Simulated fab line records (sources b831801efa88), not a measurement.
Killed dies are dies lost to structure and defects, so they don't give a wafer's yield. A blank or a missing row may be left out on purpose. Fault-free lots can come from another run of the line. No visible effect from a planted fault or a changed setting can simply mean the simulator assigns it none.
Which tool was responsible?    flow sky130    39 wafers from 13 lots sampled at 4 of the route's 708 steps

## WHAT THE GAUGES READ, wafer by wafer
SKY_LDD_N_TW_MEAS_17.
lot   measured      on            LDD_N_TW
L398  day 18 01:32  filmMetro-01  2553 2550 2553
L399  day 18 01:49  filmMetro-02  2629 2616 2622
L401  day 18 21:50  filmMetro-02  2629 2615 2632
L402  day 19 06:19  filmMetro-01  2557 2547 2558
L403  day 19 09:47  filmMetro-02  2606 2599 2601
L404  day 20 11:26  filmMetro-02  2604 2604 2611
L406  day 20 13:26  filmMetro-03  2600 2600 2585
L405  day 20 17:04  filmMetro-01  2561 2562 2558
L413  day 23 05:34  filmMetro-02  2618 2596 2621
L414  day 23 21:17  filmMetro-02  2612 2605 2603
L417  day 25 07:19  filmMetro-03  2601 2587 2590
L420  day 25 14:32  filmMetro-03  2589 2599 2584
L421  day 26 15:43  filmMetro-02  2627 2603 2617

SKY_LDD_P_OVL_MEAS_08.
lot   measured      on          LDD_P_OVL (nm)
L398  day 19 07:49  overlay-01  0.4 0.1 -0.4
L399  day 19 07:54  overlay-01  0.8 2.6 2.9
L401  day 20 05:11  overlay-01  1.7 0.2 2.2
L402  day 20 13:06  overlay-02  0.8 1.3 1.2
L403  day 20 16:43  overlay-02  0.0 0.7 0.8
L404  day 21 18:19  overlay-02  2.6 0.7 2.2
L406  day 21 20:03  overlay-02  0.8 1.5 0.1
L405  day 21 23:42  overlay-02  -1.6 1.7 0.7
L413  day 24 10:24  overlay-01  1.6 3.9 2.6
L414  day 25 03:10  overlay-02  0.6 2.5 -0.1
L417  day 26 11:54  overlay-02  -1.5 -1.6 0.3
L420  day 26 19:49  overlay-01  -1.2 3.7 1.8
L421  day 27 19:54  overlay-01  2.5 1.0 0.0

## WHICH TOOL RAN EACH LOT (tool, then ch and the chambers of the sampled wafers, then the start)
lot   SKY_FIELD_ISO_WET_ETCH_30      SKY_POLY_GATE_ETCH_15
L398  wetBench-02 ch 2, day 2 10:31  rieDiel-01 ch 1,2,3, day 16 16:35
L399  wetBench-02 ch 0, day 2 14:38  rieDiel-04 ch 0,2,3, day 16 16:46
L401  wetBench-03 ch 0, day 3 01:05  rieDiel-04 ch 0,1, day 17 11:26
L402  wetBench-04 ch 2, day 3 07:49  rieDiel-04 ch 0,1,2, day 17 20:53
L403  wetBench-02 ch 3, day 3 13:19  rieDiel-02 ch 0,2,3, day 17 23:14
L404  wetBench-03 ch 1, day 3 23:05  rieDiel-02 ch 0,1,3, day 19 00:37
L406  wetBench-04 ch 2, day 4 03:28  rieDiel-02 ch 0,3, day 19 03:49
L405  wetBench-04 ch 2, day 4 03:46  rieDiel-02 ch 0,2, day 19 06:59
L413  wetBench-04 ch 1, day 5 17:02  rieDiel-01 ch 0,2,3, day 21 20:20
L414  wetBench-04 ch 1, day 5 19:54  rieDiel-01 ch 1,2,3, day 22 13:23
L417  wetBench-03 ch 0, day 6 16:23  rieDiel-01 ch 0,1, day 23 23:34
L420  wetBench-03 ch 0, day 7 05:59  rieDiel-02 ch 1,2,3, day 24 05:41
L421  wetBench-03 ch 3, day 7 11:49  rieDiel-04 ch 0,2, day 25 08:02
- SKY_FIELD_ISO_WET_ETCH_30: etches SiO2 in dHF, target depth 25 nm, time 50 s.
- SKY_POLY_GATE_ETCH_15: etches BARC in N2/H2, stops on SiO2, time 118.5 s, target depth 110 nm.

## AS READ BY THE TOOLS THEMSELVES (means over the sampled wafers that have a number; for cases with no such wafer, the mark the record gives instead)
SKY_FIELD_ISO_WET_ETCH_30.
lot   tool         runLengthS (s)
L398  wetBench-02  76
L399  wetBench-02  77
L401  wetBench-03  83
L402  wetBench-04  75
L403  wetBench-02  76
L404  wetBench-03  77
L406  wetBench-04  74
L405  wetBench-04  74
L413  wetBench-04  69
L414  wetBench-04  68
L417  wetBench-03  76
L420  wetBench-03  83
L421  wetBench-03  75

SKY_POLY_GATE_ETCH_15.
lot   tool        chamberPressureMTorr (mTorr)  drypumpMotorCurrentA (A)  oesProductAu (a.u.)  runLengthS (s)  throttleValvePct (%)
L398  rieDiel-01  30.001                        5.6                       0.716                146.4           13.206
L399  rieDiel-04  30.008                        5.8                       0.716                146.6           13.212
L401  rieDiel-04  29.964                        5.4                       0.713                146.6           13.208
L402  rieDiel-04  30.029                        5.9                       0.716                146.9           13.212
L403  rieDiel-02  29.950                        5.7                       0.714                146.7           13.211
L404  rieDiel-02  30.029                        5.6                       0.716                146.9           13.222
L406  rieDiel-02  30.001                        5.2                       0.714                146.4           13.214
L405  rieDiel-02  29.988                        6.2                       0.714                146.9           13.220
L413  rieDiel-01  30.004                        5.5                       0.716                146.6           13.212
L414  rieDiel-01  30.011                        5.6                       0.714                146.7           13.217
L417  rieDiel-01  30.001                        5.5                       0.715                147.0           13.210
L420  rieDiel-02  30.027                        5.8                       0.712                146.7           13.213
L421  rieDiel-04  29.996                        5.5                       0.716                146.5           13.214

## THE ANSWER, worked out from the rows above alone
Rule: what is usual is taken from the lots themselves. Put in order of their means at a reading, lots are off if they are a third of the lots or fewer, leave a main group of 4 or more, and stand apart from it by a gap of 3 or more times the standard deviation of the main group's means; of several such gaps the widest counts. The tables above print the reading to a certain number of digits; a main group whose means all agree to those digits is not used. Also off: a lot with no number at a reading for which 4 or more lots have one. All remaining lots with rows at the step are treated as sound. After the gauges, taken in route order, come the tools' own readings; for these a lot's mean is taken, as printed above. At the first step where some lot is off, the reading lying furthest off is the one used; lots without a number count as furthest.
Across all readings shown, no lot is off: no conclusion can be drawn from this.

## WHAT THE SIMULATOR PUT IN
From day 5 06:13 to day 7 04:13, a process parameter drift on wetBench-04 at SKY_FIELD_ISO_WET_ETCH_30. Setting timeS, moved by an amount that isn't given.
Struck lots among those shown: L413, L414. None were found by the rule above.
